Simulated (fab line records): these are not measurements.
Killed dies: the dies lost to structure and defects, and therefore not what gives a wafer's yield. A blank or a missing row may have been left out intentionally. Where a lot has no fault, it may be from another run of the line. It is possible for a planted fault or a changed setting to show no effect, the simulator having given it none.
Which tool is to blame? || flow gf180mcu || 18 wafers from 6 lots sampled at 3 of the route's 602 steps

WHAT THE GAUGES READ, wafer by wafer
GF_MVSD_TW_MEAS_11.
{"lot": "L307", "measured": "day 5 05:15", "on": "film metro-02", "MVSD_TW": "1545 1534 1546"}
{"lot": "L311", "measured": "day 5 14:23", "on": "film metro-03", "MVSD_TW": "1583 1581 1580"}
{"lot": "L313", "measured": "day 6 05:58", "on": "film metro-02", "MVSD_TW": "1544 1556 1552"}
{"lot": "L315", "measured": "day 6 14:21", "on": "film metro-03", "MVSD_TW": "1567 1572 1571"}
{"lot": "L318", "measured": "day 7 08:47", "on": "film metro-03", "MVSD_TW": "30 30 30"}
{"lot": "L328", "measured": "day 9 17:42", "on": "film metro-02", "MVSD_TW": "1557 1573 1555"}

EACH LOT AND THE TOOL THAT RAN IT (in order: tool; ch and the chambers of the sampled wafers; start)
{"lot": "L307", "GF_LVPWELL_STRIP_10": "plasma asher-03 ch 0,1, day 4 15:38", "GF_MVSD_STRIP_10": "plasma asher-04 ch 0,1, day 5 05:08"}
{"lot": "L311", "GF_LVPWELL_STRIP_10": "plasma asher-04 ch 0, day 4 23:44", "GF_MVSD_STRIP_10": "plasma asher-04 ch 0,1, day 5 14:16"}
{"lot": "L313", "GF_LVPWELL_STRIP_10": "plasma asher-03 ch 0,1, day 5 14:40", "GF_MVSD_STRIP_10": "plasma asher-04 ch 0,1, day 6 05:52"}
{"lot": "L315", "GF_LVPWELL_STRIP_10": "plasma asher-04 ch 0,1, day 5 22:56", "GF_MVSD_STRIP_10": "plasma asher-02 ch 0,1, day 6 14:14"}
{"lot": "L318", "GF_LVPWELL_STRIP_10": "plasma asher-03 ch 0,1, day 6 17:07", "GF_MVSD_STRIP_10": "plasma asher-02 ch 0,1, day 7 08:43"}
{"lot": "L328", "GF_LVPWELL_STRIP_10": "plasma asher-01 ch 0,1, day 9 00:16", "GF_MVSD_STRIP_10": "plasma asher-02 ch 0,1, day 9 17:35"}
- GF_LVPWELL_STRIP_10: strips in O2/N2.
- GF_MVSD_STRIP_10: strips in O2/N2.

THE ANSWER, worked out from the rows above alone
Rule: usual is defined by the lots themselves. Put in order of their means at a reading, lots are off if they are a third of the lots or fewer, leave a main group of 4 or more, and stand apart from it by a gap of 3 or more times the standard deviation of the main group's means; of several such gaps the widest counts. If all means in a main group match to the digits the tables above print for the reading, that group is not used. A lot without any number at a reading at which 4 lots or more have one is off too. Any other lot the step has rows for is counted as sound.
Off: L318, seen at GF_MVSD_TW_MEAS_11 (MVSD_TW). The main group: mean 1561, standard deviation 14.
A tool fits if, at a process step before that reading, it ran every lot that is off, and no sound lot after the first of them. Those tools and the gauges at GF_MVSD_TW_MEAS_11 are tried in the same way. 2 tools fit, plasma asher-03 at GF_LVPWELL_STRIP_10 and film metro-03 at GF_MVSD_TW_MEAS_11, so this cannot tell which one it is.

WHAT THE SIMULATOR HAD INSERTED
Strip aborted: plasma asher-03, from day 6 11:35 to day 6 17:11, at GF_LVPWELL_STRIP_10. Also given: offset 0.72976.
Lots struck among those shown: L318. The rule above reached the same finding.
